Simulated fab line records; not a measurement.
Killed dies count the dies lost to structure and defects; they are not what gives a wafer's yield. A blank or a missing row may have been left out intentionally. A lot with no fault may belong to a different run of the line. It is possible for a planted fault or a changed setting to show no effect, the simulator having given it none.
What tool caused it? || flow sky130 || 21 wafers from 7 lots sampled at 2 of the route's 708 steps

== WHAT THE GAUGES READ, wafer by wafer ==
SKY_LDD_LDN_TW_MEAS_13.
{"lot": "L100", "measured": "day 22 21:44", "on": "film metro-03", "LDD_LDN_TW": "1475 1480 1479"}
{"lot": "L106", "measured": "day 25 01:47", "on": "film metro-01", "LDD_LDN_TW": "1556 1559 1558 1552 1560 1556"}
{"lot": "L112", "measured": "day 27 20:36", "on": "film metro-01", "LDD_LDN_TW": "1485 1483 1487"}
{"lot": "L114", "measured": "day 28 07:40", "on": "film metro-02", "LDD_LDN_TW": "1476 1473 1477"}
{"lot": "L117", "measured": "day 29 04:22", "on": "film metro-01", "LDD_LDN_TW": "1502 1491 1486"}
{"lot": "L119", "measured": "day 29 17:01", "on": "film metro-01", "LDD_LDN_TW": "1486 1491 1487"}
{"lot": "L121", "measured": "day 30 02:22", "on": "film metro-02", "LDD_LDN_TW": "1480 1487 1472"}

== WHAT TOOL EACH LOT RAN ON (gives the tool, then ch and the chambers of the sampled wafers, and finally the start) ==
{"lot": "L100", "SKY_LDD_LDN_IMPLANT_08": "implanter-01 ch 0, day 22 21:04"}
{"lot": "L106", "SKY_LDD_LDN_IMPLANT_08": "implanter-02 ch 0, day 25 01:05"}
{"lot": "L112", "SKY_LDD_LDN_IMPLANT_08": "implanter-02 ch 0, day 27 19:54"}
{"lot": "L114", "SKY_LDD_LDN_IMPLANT_08": "implanter-02 ch 0, day 28 06:58"}
{"lot": "L117", "SKY_LDD_LDN_IMPLANT_08": "implanter-01 ch 0, day 29 03:40"}
{"lot": "L119", "SKY_LDD_LDN_IMPLANT_08": "implanter-03 ch 0, day 29 16:19"}
{"lot": "L121", "SKY_LDD_LDN_IMPLANT_08": "implanter-03 ch 0, day 30 01:41"}
- SKY_LDD_LDN_IMPLANT_08

== THE ANSWER, worked out from the rows above alone ==
Rule: the lots themselves supply what counts as usual. The widest of any qualifying gaps counts: lots, ordered by their means at a reading, are off when they make up no more than a third of the lots, leave a main group of 4 or more, and stand apart from it by 3 or more times the standard deviation of that group's means. A main group is skipped when, at the precision printed for the reading in the tables above, its means are all equal. Also off: a lot with no number at a reading for which 4 or more lots have one. The other lots that the step has rows for count as sound.
Off: L106, seen at SKY_LDD_LDN_TW_MEAS_13 (LDD_LDN_TW). The main group has a mean of 1483 with a standard deviation of 6.1.
A tool fits if, at a process step before that reading, it ran every lot that is off, and no sound lot after the first of them. Those tools and the gauges at SKY_LDD_LDN_TW_MEAS_13 are tried in the same way. No candidate that was tried fits.

== WHAT THE SIMULATOR HAD PUT IN ==
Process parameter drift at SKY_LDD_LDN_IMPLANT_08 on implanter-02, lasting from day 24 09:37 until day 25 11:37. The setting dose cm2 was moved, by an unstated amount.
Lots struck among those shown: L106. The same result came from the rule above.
